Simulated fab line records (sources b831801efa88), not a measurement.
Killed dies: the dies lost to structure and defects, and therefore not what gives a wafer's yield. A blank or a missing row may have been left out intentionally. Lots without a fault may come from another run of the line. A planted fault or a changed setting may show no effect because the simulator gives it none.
Struck lot and sound lot, side by side / flow sky130 / 43 out of 708 route steps
Sound: wafers L197.2, L197.5, L197.6. Wafers struck: L206.2, L206.4, L206.5. The cause is named last.
At each step with rows: each side's tool, then ch and its chambers, then its first start. Under that, the readings that differ: sound wafers / struck wafers / difference of the means / sigmas: that difference in standard deviations of wafers without a fault.
alike: readings with means less than 2 such deviations apart, plus words and numbers identical on both sides. not compared: withheld readings, readings lacking a value on some wafer, bounds such as >300 that could conceal the same value, and numbers that have no deviation in the record and whose values overlap.
The two part at a step that has a row with sigmas, a row that says differs or no value, or rows on one side only. When numbers do not overlap yet have no deviation, they are printed without sigmas and do not part them. A reading that every wafer of one side lacks parts them only if that side has two wafers or more.

first, 9 steps without rows for these wafers: SKY_CAPM_CLEAN_17 (cleans in O3/DIW); SKY_METAL3_DEHYDRATE_05 (time 60 s); SKY_METAL3_HMDS_06 (prime time 60 s); SKY_METAL3_COAT_07 (resist thk 60 nm); SKY_METAL3_COAT_08 (resist thk 1140 nm); SKY_METAL3_SOFTBAKE_09 (time 90 s); SKY_METAL3_EXPOSE_10 (exposes mask MM3, target cd 300 nm); SKY_METAL3_PEB_11; SKY_METAL3_DEVELOP_12 (develop time 60 s).
SKY_METAL3_CD_MEAS_13: target cd 300 nm.
  struck on cd-sem-01, day 42 01:46; sound on cd-sem-01, day 39 07:32
reading=cd-nm (nm); sound=297.0 298.7 298.1; struck=301.5 299.8 301.5; difference=+3.0; sigmas=+2
SKY_METAL3_OVL_MEAS_14:
  struck on overlay-01, day 42 01:53; sound on overlay-01, day 39 07:39
  alike: METAL3_OVL
then, 1 step without rows for these wafers: SKY_METAL3_DESCUM_15 (chemistry O2, time 8 s).
SKY_METAL3_ETCH_16: etches BARC in N2/H2, stops on SiO2, time 88.2 s, target depth 60 nm.
  sound on rie-metal-01 ch 0,1, day 39 07:43; struck on rie-metal-02 ch 0,1, day 42 01:56
  alike: drypump-motor-current-A, oes-product-au, rf-fwd-power-W, throttle-valve-pct
  not compared: rf-hours-counter-h
SKY_METAL3_ETCH_17: etches SiO2 in C4F8/O2/Ar, stops on TiN, time 3.9 s, target depth 15 nm.
  sound on rie-diel-01 ch 0,1, day 39 07:49; struck on rie-diel-01 ch 0,3, day 42 02:02
  alike: oes-product-au, rf-fwd-power-W
  not compared: rf-hours-counter-h
SKY_METAL3_METAL_ETCH_18: etches the open film in Cl2/BCl3, stops on SiO2, target depth 845 nm, time 183.1 s.
  sound on rie-metal-02 ch 0,1, day 39 07:49; struck on rie-metal-01 ch 0,1, day 42 02:03
  alike: drypump-motor-current-A, oes-product-au, rf-fwd-power-W, throttle-valve-pct
  not compared: rf-hours-counter-h
then, 5 steps without rows for these wafers: SKY_METAL3_STRIP_19 (strips in O2/N2); SKY_METAL3_STRIP_20 (strips in post etch residue remover, time 1200 s); SKY_METAL3_CLEAN_21 (cleans in IPA, time 180 s); SKY_METAL3_CLEAN_22 (cleans in O3/DIW); SKY_VIA3_HDPCVD_00 (deposits SiO2, target thk 1635 nm, time 272.5 s).
SKY_VIA3_THK_MEAS_01:
  struck on film-metro-01, day 42 03:02; sound on film-metro-01, day 39 08:53
  alike: VIA3_HDPCVD_THK
then, 1 step without rows for these wafers: SKY_VIA3_CMP_02 (polishes SiO2).
SKY_VIA3_BOW_MEAS_03:
  struck on film-metro-01, day 42 03:24; sound on film-metro-04, day 39 09:49
  alike: VIA3_BOW
then, 8 steps without rows for these wafers: SKY_VIA3_DEHYDRATE_04 (time 60 s); SKY_VIA3_HMDS_05 (prime time 60 s); SKY_VIA3_COAT_06 (resist thk 60 nm); SKY_VIA3_COAT_07 (resist thk 450 nm); SKY_VIA3_SOFTBAKE_08 (time 90 s); SKY_VIA3_EXPOSE_09 (exposes mask VIM3, target cd 200 nm); SKY_VIA3_PEB_10; SKY_VIA3_DEVELOP_11 (develop time 60 s).
SKY_VIA3_CD_MEAS_12: target cd 200 nm.
  struck on cd-sem-02, day 43 02:39; sound on cd-sem-01, day 40 10:09
  alike: cd-nm
SKY_VIA3_OVL_MEAS_13:
  struck on overlay-02, day 43 02:46; sound on overlay-02, day 40 10:15
  alike: VIA3_OVL
then, 1 step without rows for these wafers: SKY_VIA3_ETCH_14 (etches BARC in N2/H2, stops on SiO2, time 45.9 s, target depth 60 nm).
SKY_VIA3_ETCH_15: etches SiO2 in C4F8/O2/Ar, stops on TiN, target depth 507 nm, time 78 s.
  sound on rie-diel-03 ch 0,2,3, day 40 10:20; struck on rie-diel-02 ch 0,1,2, day 43 02:50
  alike: oes-product-au, rf-fwd-power-W
  not compared: rf-hours-counter-h
SKY_VIA3_STRIP_16: strips in O2/N2.
  sound on plasma-asher-04 ch 0,1, day 40 10:23; struck on plasma-asher-02 ch 0,1, day 43 02:53
reading=strip-time-to-endpoint-s (s); sound=4.181 4.159 4.173; struck=4.125 4.128 4.117; difference=-0.048; sigmas=-2
  alike: drypump-motor-current-A, oes-product-au
  not compared: rf-hours-counter-h
then, 3 steps without rows for these wafers: SKY_VIA3_STRIP_17 (strips in post etch residue remover, time 1200 s); SKY_VIA3_CLEAN_18 (cleans in IPA, time 180 s); SKY_VIA3_CLEAN_19 (cleans in O3/DIW).
SKY_VIA3_SPUTTER_20: material TiN, target thk 20 nm, time 80 s.
  struck on pvd-sputter-04, day 43 03:32; sound on pvd-sputter-02, day 40 10:59
  alike: throttle-valve-pct
then, 1 step without rows for these wafers: SKY_VIA3_CVD_21 (deposits W, target thk 390 nm, time 117.31 s).
SKY_VIA3_RS_MEAS_22: measurement is done with a four-point probe.
  struck on film-metro-02, day 43 03:44; sound on film-metro-04, day 40 11:11
  alike: VIA3_W_RS
-- the record jumps here: 5 days lie between the struck wafers' starts before and after (it left off in module VIA3 and takes up again in module PAD_OPEN, whose first step shown is number 708 of the route) --
SKY_PAD_OPEN_PROBE_99:
  struck on prober-02, day 48 14:43; sound on prober-01, day 46 10:40
reading=killed_at_M0_to_M3; sound=42 35 50; struck=64 70 53; difference=+20; sigmas=+3
reading=killed-on-rim; sound=21 18 19; struck=33 33 28; difference=+12; sigmas=+3
reading=sort_bin_3_pad_short (%); sound=0.6 0.8 1.4; struck=2.6 1.8 1.6; difference=+1.1; sigmas=+3
reading=model.etest.tester.sort_bin_5_pct (%); sound=13.41 8.74 11.79; struck=13.62 13.62 14.63; difference=+2.64; sigmas=
reading=model.etest.tester.sort_bin_3_pct (%); sound=0.6098 0.813 1.423; struck=2.642 1.829 1.626; difference=+1.084; sigmas=
  alike: defect-limited-yield, killed_at_M4_up, killed-at-contacts, killed-at-front-end, killed-at-other, killed-dies, killed-open, killed-short, sort_bin_5_function, sort_bin_6_memory, sort-n-pass, sort-yield-pct
  not compared: model.etest.tester.sort-n-pass, model.etest.tester.sort-yield-pct

== WHERE THEY PART ==
Last at SKY_PAD_OPEN_PROBE_99 as far as this record goes, first at SKY_METAL3_CD_MEAS_13.

WHY: what the simulator had put in
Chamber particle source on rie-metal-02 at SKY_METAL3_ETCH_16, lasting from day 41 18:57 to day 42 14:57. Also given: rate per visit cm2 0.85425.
